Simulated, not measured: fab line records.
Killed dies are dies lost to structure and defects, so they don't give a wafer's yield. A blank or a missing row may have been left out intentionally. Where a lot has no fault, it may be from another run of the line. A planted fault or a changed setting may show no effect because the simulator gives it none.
What tool caused it? || flow gf180mcu || 21 wafers from 7 lots sampled at 2 of the route's 602 steps

## WHAT EACH GAUGE READ, for each wafer
GF_V5_THK_MEAS_25: measures by xrf.
{"lot": "L515", "measured": "day 27 22:38", "on": "film_metro-02", "V5_W_THK (nm)": "372 361 374"}
{"lot": "L517", "measured": "day 29 00:55", "on": "film_metro-04", "V5_W_THK (nm)": "355 371 368"}
{"lot": "L519", "measured": "day 29 19:39", "on": "film_metro-03", "V5_W_THK (nm)": "363 363 356"}
{"lot": "L523", "measured": "day 30 23:19", "on": "film_metro-04", "V5_W_THK (nm)": "359 359 358"}
{"lot": "L528", "measured": "day 31 22:52", "on": "film_metro-03", "V5_W_THK (nm)": "365 364 362"}
{"lot": "L533", "measured": "day 33 08:44", "on": "film_metro-02", "V5_W_THK (nm)": "362 359 359"}
{"lot": "L537", "measured": "day 34 01:03", "on": "film_metro-02", "V5_W_THK (nm)": "363 365 364"}

## WHICH TOOL RAN EACH LOT (tool, then ch and the chambers of the sampled wafers, then the start)
{"lot": "L515", "GF_CONTACT_CMP_27": "cmp-01 ch 1,2,3, day 16 16:01"}
{"lot": "L517", "GF_CONTACT_CMP_27": "cmp-02 ch 1,2, day 17 23:36"}
{"lot": "L519", "GF_CONTACT_CMP_27": "cmp-01 ch 1,2,3, day 19 00:20"}
{"lot": "L523", "GF_CONTACT_CMP_27": "cmp-01 ch 0,1,2, day 20 10:03"}
{"lot": "L528", "GF_CONTACT_CMP_27": "cmp-02 ch 1,2,3, day 21 19:10"}
{"lot": "L533", "GF_CONTACT_CMP_27": "cmp-01 ch 0,3, day 23 16:56"}
{"lot": "L537", "GF_CONTACT_CMP_27": "cmp-01 ch 0,1,3, day 24 15:56"}
- GF_CONTACT_CMP_27: polishes, stops on SiO2, t overpolish 15 s, target thk 0 nm.

## THE ANSWER, worked out from the rows above alone
Rule: the lots themselves supply what counts as usual. The widest of any qualifying gaps counts: lots, ordered by their means at a reading, are off when they make up no more than a third of the lots, leave a main group of 4 or more, and stand apart from it by 3 or more times the standard deviation of that group's means. A main group whose means are all the same, to the digits that the tables above print for the reading, isn't used. A lot without any number at a reading at which 4 lots or more have one is off too. Where the step has rows for the other lots, those lots are counted as sound.
Across all readings shown, no lot is off: no conclusion can be drawn from this.

## WHAT THE SIMULATOR HAD INSERTED
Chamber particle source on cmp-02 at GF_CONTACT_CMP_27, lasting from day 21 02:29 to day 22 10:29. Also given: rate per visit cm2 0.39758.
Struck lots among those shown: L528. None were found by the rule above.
